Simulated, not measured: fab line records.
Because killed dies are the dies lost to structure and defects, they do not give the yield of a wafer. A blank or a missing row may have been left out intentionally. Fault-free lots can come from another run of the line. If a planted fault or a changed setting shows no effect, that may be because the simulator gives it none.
Matching of chambers / flow gf180mcu / 4 sister chambers for GF_V1_CMP_04 on cmp-01
The step polishes SiO2. 27 wafers are shown with their chamber, then 12 later ones without.

WAFERS WITH THEIR CHAMBER
wafer=L076.1; chamber=0; motor current A (A)=11.1; time to endpoint s (s)=84; slurry flow ml min=149.9
wafer=L076.2; chamber=1; motor current A (A)=12.4; time to endpoint s (s)=81; slurry flow ml min=149.9
wafer=L076.4; chamber=2; motor current A (A)=12.5; time to endpoint s (s)=86; slurry flow ml min=150.2
wafer=L079.2; chamber=0; motor current A (A)=10.1; time to endpoint s (s)=75; slurry flow ml min=150.0
wafer=L079.4; chamber=2; motor current A (A)=12.1; time to endpoint s (s)=83; slurry flow ml min=148.5
wafer=L079.5; chamber=2; motor current A (A)=12.0; time to endpoint s (s)=81; slurry flow ml min=150.4
wafer=L081.1; chamber=1; motor current A (A)=13.1; time to endpoint s (s)=86; slurry flow ml min=150.1
wafer=L081.2; chamber=3; motor current A (A)=12.0; time to endpoint s (s)=82; slurry flow ml min=149.9
wafer=L081.3; chamber=2; motor current A (A)=12.8; time to endpoint s (s)=80; slurry flow ml min=149.9
wafer=L080.1; chamber=3; motor current A (A)=12.2; time to endpoint s (s)=79; slurry flow ml min=150.0
wafer=L080.4; chamber=2; motor current A (A)=12.8; time to endpoint s (s)=74; slurry flow ml min=149.6
wafer=L080.6; chamber=0; motor current A (A)=9.7; time to endpoint s (s)=75; slurry flow ml min=149.4
wafer=L082.2; chamber=2; motor current A (A)=12.4; time to endpoint s (s)=81; slurry flow ml min=149.9
wafer=L082.4; chamber=3; motor current A (A)=12.6; time to endpoint s (s)=84; slurry flow ml min=150.1
wafer=L082.5; chamber=1; motor current A (A)=12.1; time to endpoint s (s)=87; slurry flow ml min=150.2
wafer=L083.2; chamber=2; motor current A (A)=12.9; time to endpoint s (s)=76; slurry flow ml min=150.3
wafer=L083.3; chamber=1; motor current A (A)=13.0; time to endpoint s (s)=77; slurry flow ml min=149.6
wafer=L083.4; chamber=3; motor current A (A)=12.5; time to endpoint s (s)=83; slurry flow ml min=149.7
wafer=L084.1; chamber=0; motor current A (A)=11.0; time to endpoint s (s)=84; slurry flow ml min=149.8
wafer=L084.2; chamber=1; motor current A (A)=12.9; time to endpoint s (s)=81; slurry flow ml min=149.5
wafer=L084.4; chamber=3; motor current A (A)=12.5; time to endpoint s (s)=86; slurry flow ml min=149.2
wafer=L088.2; chamber=1; motor current A (A)=11.8; time to endpoint s (s)=75; slurry flow ml min=150.5
wafer=L088.4; chamber=3; motor current A (A)=12.2; time to endpoint s (s)=85; slurry flow ml min=149.6
wafer=L088.5; chamber=1; motor current A (A)=12.7; time to endpoint s (s)=83; slurry flow ml min=149.5
wafer=L090.1; chamber=1; motor current A (A)=13.1; time to endpoint s (s)=82; slurry flow ml min=150.5
wafer=L090.4; chamber=2; motor current A (A)=13.0; time to endpoint s (s)=89; slurry flow ml min=149.8
wafer=L090.6; chamber=2; motor current A (A)=12.8; time to endpoint s (s)=83; slurry flow ml min=149.3

SIGNATURES (averages over the wafers above)
reading=motor current A; chamber 0=10.475; chamber 1=12.637; chamber 2=12.589; chamber 3=12.333; scatter within a chamber=0.437
reading=time to endpoint s; chamber 0=79.50; chamber 1=81.50; chamber 2=81.44; chamber 3=83.17; scatter within a chamber=4.16
reading=slurry flow ml min; chamber 0=149.775; chamber 1=149.975; chamber 2=149.767; chamber 3=149.750; scatter within a chamber=0.453
Rule: for a wafer and a chamber, the distance is found by dividing, reading by reading, the gap between the wafer's reading and the chamber's mean by the reading's scatter, squaring, summing and taking the root. The wafer belongs to the nearest chamber; if the next one is less than 2 further off, it can't be placed. The scatter: the root of (the sum of the squares of (reading less its chamber's mean) over the shown wafers, divided by (wafers less chambers)).

WAFERS WHOSE CHAMBER IS MISSING
wafer=L091.2; motor current A (A)=12.3; time to endpoint s (s)=82; slurry flow ml min=150.0
wafer=L091.3; motor current A (A)=12.2; time to endpoint s (s)=81; slurry flow ml min=151.2
wafer=L091.6; motor current A (A)=12.1; time to endpoint s (s)=87; slurry flow ml min=149.9
wafer=L094.4; motor current A (A)=12.6; time to endpoint s (s)=83; slurry flow ml min=150.5
wafer=L094.5; motor current A (A)=12.3; time to endpoint s (s)=83; slurry flow ml min=149.9
wafer=L094.6; motor current A (A)=12.1; time to endpoint s (s)=89; slurry flow ml min=150.0
wafer=L096.2; motor current A (A)=12.4; time to endpoint s (s)=79; slurry flow ml min=149.9
wafer=L096.3; motor current A (A)=12.7; time to endpoint s (s)=82; slurry flow ml min=149.6
wafer=L096.5; motor current A (A)=10.1; time to endpoint s (s)=89; slurry flow ml min=149.7
wafer=L097.1; motor current A (A)=12.5; time to endpoint s (s)=85; slurry flow ml min=150.3
wafer=L097.5; motor current A (A)=12.6; time to endpoint s (s)=92; slurry flow ml min=150.5
wafer=L097.6; motor current A (A)=10.3; time to endpoint s (s)=91; slurry flow ml min=150.0

THE CHAMBER EACH PASSED THROUGH
wafer=L091.2; from the rows above=can't be placed: 3 or 1 or 2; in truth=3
wafer=L091.3; from the rows above=can't be placed: 1 or 3 or 2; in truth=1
wafer=L091.6; from the rows above=can't be placed: 3 or 2 or 1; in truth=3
wafer=L094.4; from the rows above=can't be placed: 1 or 2 or 3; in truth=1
wafer=L094.5; from the rows above=can't be placed: 3 or 2 or 1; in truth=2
wafer=L094.6; from the rows above=can't be placed: 3 or 1 or 2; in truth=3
wafer=L096.2; from the rows above=can't be placed: 2 or 1 or 3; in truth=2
wafer=L096.3; from the rows above=can't be placed: 2 or 1 or 3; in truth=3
wafer=L096.5; from the rows above=0; in truth=0
wafer=L097.1; from the rows above=can't be placed: 1 or 3 or 2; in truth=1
wafer=L097.5; from the rows above=can't be placed: 3 or 1 or 2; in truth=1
wafer=L097.6; from the rows above=0; in truth=0
Correct placement for 2 of the 12. Not placeable from these rows: 10 (in 10, the candidates include the true chamber). Wrongly placed: 0.
